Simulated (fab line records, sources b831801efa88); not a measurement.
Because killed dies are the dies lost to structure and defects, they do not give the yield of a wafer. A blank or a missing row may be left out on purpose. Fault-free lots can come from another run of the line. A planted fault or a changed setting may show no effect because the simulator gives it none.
Which tool did it? -- flow gf180mcu -- Sampling: 7 lots, 21 wafers, 2 of 602 route steps

== WHAT EACH GAUGE READ, for each wafer ==
GF_SAB_THK_MEAS_01.
lot,measured,on,SAB_CVD_00_THK (nm)
L788,day 14 16:34,film-metro-04,49.8 49.8 50.0
L790,day 15 07:42,film-metro-03,49.5 49.1 49.7
L791,day 16 03:34,film-metro-03,49.2 49.4 49.4
L794,day 16 18:16,film-metro-04,48.8 48.9 49.8
L796,day 17 17:02,film-metro-03,48.8 49.4 49.8
L804,day 20 10:37,film-metro-01,48.1 38.1 50.3
L809,day 22 03:14,film-metro-04,49.9 50.0 50.1

== EACH LOT AND THE TOOL THAT RAN IT (in order: tool; ch and the chambers of the sampled wafers; start) ==
lot,GF_SAB_CVD_00
L788,"pecvd-03 ch 0,2, day 14 16:32"
L790,"pecvd-03 ch 0,2, day 15 07:41"
L791,"pecvd-03 ch 0,1,2, day 16 03:33"
L794,"pecvd-03 ch 0,1, day 16 18:14"
L796,"pecvd-02 ch 0,2, day 17 17:01"
L804,"pecvd-04 ch 0,1,2, day 20 10:35"
L809,"pecvd-02 ch 0,1, day 22 03:12"
- GF_SAB_CVD_00: deposits SiO2 from TEOS, target thk 50 nm, time 4.9302 s.

== THE ANSWER, worked out from the rows above alone ==
Rule: the lots themselves supply what counts as usual. The widest of any qualifying gaps counts: lots, ordered by their means at a reading, are off when they make up no more than a third of the lots, leave a main group of 4 or more, and stand apart from it by 3 or more times the standard deviation of that group's means. If all means in a main group match to the digits the tables above print for the reading, that group is not used. Also off: a lot with no number at a reading for which 4 or more lots have one. Where the step has rows for the other lots, those lots are counted as sound.
Off: L804, seen at GF_SAB_THK_MEAS_01 (SAB_CVD_00_THK). The main group has a mean of 49.5 nm with a standard deviation of 0.3.
A tool fits if, at a process step before that reading, it ran every lot that is off, and no sound lot after the first of them. Gauges at GF_SAB_THK_MEAS_01: tried the same way as those tools. Can't be told from this: 2 tools fit, pecvd-04 at GF_SAB_CVD_00, film-metro-01 at GF_SAB_THK_MEAS_01.

== WHAT THE SIMULATOR PUT IN ==
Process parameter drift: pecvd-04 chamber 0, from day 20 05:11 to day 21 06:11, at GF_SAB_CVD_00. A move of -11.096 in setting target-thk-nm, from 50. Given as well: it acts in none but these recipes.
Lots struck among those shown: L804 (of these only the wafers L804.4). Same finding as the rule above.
